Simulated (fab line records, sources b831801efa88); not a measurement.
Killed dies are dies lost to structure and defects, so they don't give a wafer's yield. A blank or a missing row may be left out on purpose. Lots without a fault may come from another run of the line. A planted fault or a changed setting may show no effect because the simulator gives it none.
Chamber matching | flow gf180mcu | GF_V3_CMP_04 on cmp-01: 4 sister chambers
The step polishes SiO2. 4 wafers are shown with their chamber, then 9 later ones without.

WAFERS WITH THEIR CHAMBER
wafer  | chamber | motor_current_A (A)
L913.1 | 2       | 11.1
L913.4 | 3       | 11.7
L917.2 | 1       | 14.9
L917.5 | 0       | 12.5

WAFERS WITHOUT THEIR CHAMBER
wafer  | motor_current_A (A)
L920.1 | 11.6
L920.2 | 11.3
L920.4 | 11.0
L922.1 | 11.8
L922.2 | 13.8
L922.3 | 11.7
L924.2 | 11.6
L924.4 | 11.0
L924.5 | 11.6

WHICH CHAMBER EACH WENT THROUGH
wafer  | from the rows above          | in truth
L920.1 | can't be placed: 3 or 2      | 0
L920.2 | can't be placed: 2 or 3      | 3
L920.4 | can't be placed: 2 or 3      | 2
L922.1 | can't be placed: 3 or 0 or 2 | 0
L922.2 | can't be placed: 1 or 0      | 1
L922.3 | can't be placed: 3 or 2      | 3
L924.2 | can't be placed: 3 or 2      | 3
L924.4 | can't be placed: 2 or 3      | 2
L924.5 | can't be placed: 3 or 2      | 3
Placed correctly: 0 of 9. Can't be placed from these rows: 9 (the true chamber is among the candidates in 8). Placed wrongly: 0.
How it was worked out, from the rows above alone: a wafer's distance from a chamber is the root of the sum, over the readings, of the square of ((its reading less the chamber's mean) divided by the reading's scatter). The wafer belongs to the nearest chamber; if the next one is less than 2 further off, it can't be placed. A chamber's mean is the mean of its shown wafers. The scatter: with one shown wafer a chamber, the root of the mean of the squares of how far each hidden wafer lies from its nearest shown one.
